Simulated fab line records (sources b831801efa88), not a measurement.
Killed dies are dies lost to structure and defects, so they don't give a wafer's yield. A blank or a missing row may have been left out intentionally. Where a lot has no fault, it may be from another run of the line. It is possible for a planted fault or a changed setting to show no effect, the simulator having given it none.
Shared-tool check	flow sky130	Lots sampled 12, wafers sampled 36

== REASON IT WAS OPENED ==
Of 12 lots, 3 have the reading NWELL_OXIDATION_THK flagged at SKY_NWELL_THK_MEAS_02. Fault-free wafers read 9.97 nm, with a standard deviation of 0.22.
Rule: a lot is flagged in two cases, either no wafer of it has a number, or all its wafers with numbers fall more than 4 standard deviations from that mean. The other lots count as sound.

lot	measured	on	NWELL_OXIDATION_THK (nm), wafer by wafer	flag
L104	day 2 12:10	film_metro-02	10.09 10.24 10.16	
L105	day 2 18:34	film_metro-01	9.60 9.65 9.65	
L108	day 3 13:56	film_metro-01	16.09 15.98 15.81	FLAGGED
L109	day 3 16:49	film_metro-01	15.54 15.77 15.75	FLAGGED
L120	day 6 01:38	film_metro-04	9.91 10.02 10.05	
L119	day 6 01:40	film_metro-02	10.30 10.24 10.14	
L118	day 6 03:12	film_metro-01	16.67 16.51 16.44	FLAGGED
L121	day 6 17:15	film_metro-04	10.46 10.29 10.44	
L122	day 6 17:15	film_metro-01	9.88 9.93 9.91	
L124	day 7 02:05	film_metro-02	9.86 9.66 9.62	
L125	day 7 06:22	film_metro-04	9.83 9.89 9.72	
L126	day 7 06:22	film_metro-01	9.76 9.93 9.96	
Average over the flagged lots: 16.06 nm; offset from the usual +6.09 nm, equal to +28 standard deviations.

== WHICH TOOL RAN EACH LOT ==
The record keeps 1 process step preceding the reading, out of 708 steps on the route. Every cell lists first the tool, next ch and the chambers used by the sampled wafers, and last the start.
lot	flag	SKY_NWELL_OXIDATION_01
L104		furnace-02 ch 0, day 2 10:47
L105		furnace-01 ch 0, day 2 17:11
L108	FLAGGED	furnace-01 ch 0, day 3 09:44
L109	FLAGGED	furnace-02 ch 0, day 3 12:46
L120		furnace-01 ch 0, day 6 00:15
L119		furnace-01 ch 0, day 6 00:15
L118	FLAGGED	furnace-01 ch 0, day 6 00:15
L121		furnace-01 ch 0, day 6 15:50
L122		furnace-01 ch 0, day 6 15:50
L124		furnace-02 ch 0, day 7 00:42
L125		furnace-02 ch 0, day 7 04:58
L126		furnace-02 ch 0, day 7 04:58
What is done by these steps:
- SKY_NWELL_OXIDATION_01: stabilise 600 s, purge 300 s, target thk 10 nm.
- SKY_NWELL_THK_MEAS_02

== FLAGGED OVER TOTAL, TOOL BY TOOL (the gauges that took the reading come last) ==
step	tool	lots run	flagged	share of the flagged lots	sound lots run after its first flagged lot
SKY_NWELL_OXIDATION_01	furnace-01	7	2	some	4 (L119,L120,L121,L122)
SKY_NWELL_OXIDATION_01	furnace-02	5	1	some	3 (L124,L125,L126)
SKY_NWELL_THK_MEAS_02	film_metro-01	6	3	all	2 (L122,L126)
SKY_NWELL_THK_MEAS_02	film_metro-02	3	0	none	-
SKY_NWELL_THK_MEAS_02	film_metro-04	3	0	none	-

== WHAT IS ALLOWED BY THE TABLE ==
Rows of the table that ran each flagged lot: 1, that is film_metro-01 at SKY_NWELL_THK_MEAS_02.
- film_metro-01 at SKY_NWELL_THK_MEAS_02 ran 6 lots, 3 of them flagged. Lots that were sound ran on it after the first flagged one (L122, L126); a persistent fault on the entire tool would not allow that.
There is no row in the table that ran each flagged lot and no sound lot after the first.

== WHAT WAS PUT IN BY THE SIMULATOR ==
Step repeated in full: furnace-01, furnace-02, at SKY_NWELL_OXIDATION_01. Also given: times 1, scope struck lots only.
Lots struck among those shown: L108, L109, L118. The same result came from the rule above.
